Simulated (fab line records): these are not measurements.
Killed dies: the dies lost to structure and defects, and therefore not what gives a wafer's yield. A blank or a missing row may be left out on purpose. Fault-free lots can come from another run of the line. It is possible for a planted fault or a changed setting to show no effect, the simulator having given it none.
Which tool is to blame? | flow gf180mcu | 11 lots, 33 wafers sampled, at 5 steps of a route of 602

WHAT THE GAUGES READ, wafer by wafer
GF_V2_CD_MEAS_14 targets a cd of 260 nm. Usual: cd_nm reads 259.9 nm (standard deviation 1.3).
lot  | measured     | on        | cd_nm (nm)        | flag
L818 | day 20 12:28 | cd_sem-02 | 259.1 259.7 261.2 |
L819 | day 20 22:36 | cd_sem-02 | 261.1 259.8 260.2 |
L820 | day 21 11:42 | cd_sem-01 | 261.1 260.2 259.4 |
L821 | day 21 15:58 | cd_sem-01 | 257.5 258.0 257.0 |
L825 | day 23 07:30 | cd_sem-02 | 252.2 252.5 252.7 | OFF
L826 | day 23 09:15 | cd_sem-02 | 250.3 251.4 251.2 | OFF
L831 | day 24 22:58 | cd_sem-02 | 259.0 259.1 259.3 |
L833 | day 25 14:08 | cd_sem-02 | 261.3 261.2 261.1 |
L836 | day 26 18:03 | cd_sem-02 | 260.8 260.5 261.2 |
L840 | day 27 19:34 | cd_sem-01 | 260.2 260.9 260.5 |
L841 | day 28 00:02 | cd_sem-02 | 261.8 261.7 261.1 |

GF_V2_THK_MEAS_25: measures by xrf. Usual: for V2_W_THK the level is 338 nm and the standard deviation is 5.
lot  | measured     | on            | V2_W_THK (nm) | flag
L818 | day 20 13:37 | film_metro-04 | 337 334 337   |
L819 | day 20 23:54 | film_metro-04 | 337 339 341   |
L820 | day 21 12:51 | film_metro-03 | 335 330 333   |
L821 | day 21 17:13 | film_metro-04 | 332 340 341   |
L825 | day 23 08:39 | film_metro-04 | 333 332 334   |
L826 | day 23 10:24 | film_metro-01 | 342 349 344   |
L831 | day 25 00:08 | film_metro-01 | 339 330 329   |
L833 | day 25 15:16 | film_metro-01 | 339 339 345   |
L836 | day 26 19:13 | film_metro-01 | 342 345 344   |
L840 | day 27 21:08 | film_metro-04 | 342 342 346   |
L841 | day 28 01:11 | film_metro-04 | 348 338 345   |

WHAT TOOL EACH LOT RAN ON (gives the tool, then ch and the chambers of the sampled wafers, and finally the start)
lot  | GF_V1_SPUTTER_22             | GF_V2_CMP_04                  | GF_V2_EXPOSE_11
L818 | pvd_sputter-04, day 18 09:28 | cmp-01 ch 1,2,3, day 19 11:20 | krf_scanner-02 ch 0, day 20 00:19
L819 | pvd_sputter-04, day 18 19:36 | cmp-02 ch 0,2,3, day 19 22:14 | krf_scanner-01 ch 0, day 20 10:46
L820 | pvd_sputter-01, day 19 09:29 | cmp-01 ch 1,2,3, day 20 11:43 | krf_scanner-02 ch 0, day 21 00:14
L821 | pvd_sputter-04, day 19 13:32 | cmp-02 ch 0,3, day 20 15:50   | krf_scanner-02 ch 0, day 21 04:21
L825 | pvd_sputter-02, day 21 06:26 | cmp-01 ch 0,3, day 22 08:10   | krf_scanner-02 ch 0, day 22 20:08
L826 | pvd_sputter-02, day 21 08:44 | cmp-01 ch 0,1,2, day 22 10:36 | krf_scanner-02 ch 0, day 22 22:24
L831 | pvd_sputter-04, day 23 00:14 | cmp-01 ch 0,1, day 24 00:21   | krf_scanner-01 ch 0, day 24 11:52
L833 | pvd_sputter-02, day 23 16:20 | cmp-02 ch 1,3, day 24 16:19   | krf_scanner-01 ch 0, day 25 04:22
L836 | pvd_sputter-02, day 24 21:17 | cmp-02 ch 1,2, day 25 20:22   | krf_scanner-01 ch 0, day 26 07:46
L840 | pvd_sputter-01, day 26 00:02 | cmp-01 ch 0,1,3, day 26 22:41 | krf_scanner-01 ch 0, day 27 09:30
L841 | pvd_sputter-02, day 26 04:21 | cmp-01 ch 2,3, day 27 03:05   | krf_scanner-01 ch 0, day 27 13:44
- GF_V1_SPUTTER_22: material TiN, target thk 10 nm, time 40 s.
- GF_V2_CMP_04: polishes SiO2.
- GF_V2_EXPOSE_11: exposes mask Via2, target cd 260 nm.

AS READ BY THE TOOLS THEMSELVES (means over the sampled wafers that have a number; for cases with no such wafer, the mark the record gives instead)
GF_V1_SPUTTER_22. Usual: chamber_pressure_pa 4.999 Pa, standard deviation 0.011; throttle_valve_pct 29.7 %, standard deviation 0.82.
lot  | tool           | chamber_pressure_pa (Pa) | throttle_valve_pct (%) | flag
L818 | pvd_sputter-04 | 5.011                    | 30.6                   |
L819 | pvd_sputter-04 | 4.990                    | 30.0                   |
L820 | pvd_sputter-01 | 4.998                    | 30.0                   |
L821 | pvd_sputter-04 | 4.989                    | 30.2                   |
L825 | pvd_sputter-02 | 5.002                    | 29.1                   |
L826 | pvd_sputter-02 | 5.003                    | 29.2                   |
L831 | pvd_sputter-04 | 5.000                    | 30.1                   |
L833 | pvd_sputter-02 | 4.993                    | 29.1                   |
L836 | pvd_sputter-02 | 4.997                    | 29.8                   |
L840 | pvd_sputter-01 | 4.992                    | 29.9                   |
L841 | pvd_sputter-02 | 4.983                    | 29.2                   |

GF_V2_CMP_04. Usual: head_pressure_psi 4.001 psi, standard deviation 0.0093; motor_current_A 12.5 A, standard deviation 1.3; time_to_endpoint_s 79 s, standard deviation 5.8.
lot  | tool   | head_pressure_psi (psi) | motor_current_A (A) | time_to_endpoint_s (s) | flag
L818 | cmp-01 | 4.014                   | 13.2                | 75                     |
L819 | cmp-02 | 4.006                   | 11.1                | 78                     |
L820 | cmp-01 | 4.002                   | 13.2                | 83                     |
L821 | cmp-02 | 4.005                   | 10.9                | 80                     |
L825 | cmp-01 | 3.999                   | 14.0                | 74                     |
L826 | cmp-01 | 3.996                   | 12.6                | 75                     |
L831 | cmp-01 | 4.020                   | 12.3                | 73                     |
L833 | cmp-02 | 4.003                   | 12.6                | 82                     |
L836 | cmp-02 | 4.008                   | 11.9                | 81                     |
L840 | cmp-01 | 3.991                   | 12.8                | 77                     |
L841 | cmp-01 | 3.995                   | 14.0                | 89                     |

GF_V2_EXPOSE_11. Usual: exposure_dose_mJ_cm2 reads 37.80 (standard deviation 0.037).
lot  | tool           | exposure_dose_mJ_cm2 | flag
L818 | krf_scanner-02 | 37.84                |
L819 | krf_scanner-01 | 37.77                |
L820 | krf_scanner-02 | 37.80                |
L821 | krf_scanner-02 | 37.81                |
L825 | krf_scanner-02 | 35.89                | OFF
L826 | krf_scanner-02 | 35.88                | OFF
L831 | krf_scanner-01 | 37.80                |
L833 | krf_scanner-01 | 37.77                |
L836 | krf_scanner-01 | 37.80                |
L840 | krf_scanner-01 | 37.80                |
L841 | krf_scanner-01 | 37.80                |

THE ANSWER, worked out from the rows above alone
Rule: a lot counts as off when the mean over its wafers that have a number is more than 3 standard deviations away from the usual mean. Also off: a lot with no number at a reading for which 4 or more lots have one. Any other lot the step has rows for is counted as sound. The gauges are gone through in route order, then the tools' own readings, and for those a lot's mean is taken as printed above. The first step at which some lot is off is used, and at that step the reading that is off furthest; a lot without a number counts as furthest.
Off, at GF_V2_CD_MEAS_14 on cd_nm: L825, L826.
If a tool, at a process step before that reading, ran all the lots that are off and no sound lot after the first of them, it fits. The gauges at GF_V2_CD_MEAS_14 aren't tried: what is off there is off at GF_V2_EXPOSE_11 too, on other tools, and a gauge's error can't cause that. One fits: krf_scanner-02 at GF_V2_EXPOSE_11. Its last sound lot is L821 (day 21 04:21), its first lot that is off L825 (day 22 20:08): a fault that began between those two fits.
The tool's own readings at GF_V2_EXPOSE_11 bear it out: on the lots that are off they differ by more than 5 times the standard deviation of the sound lots' means. exposure_dose_mJ_cm2 reads 35.89 there against 37.80 on the sound lots.

WHAT THE SIMULATOR PUT IN
Process parameters drifting: krf_scanner-02 at GF_V2_EXPOSE_11, beginning at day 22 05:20. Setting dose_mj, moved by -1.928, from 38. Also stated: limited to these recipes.
Lots struck among those shown: L825, L826. The rule above found the same.
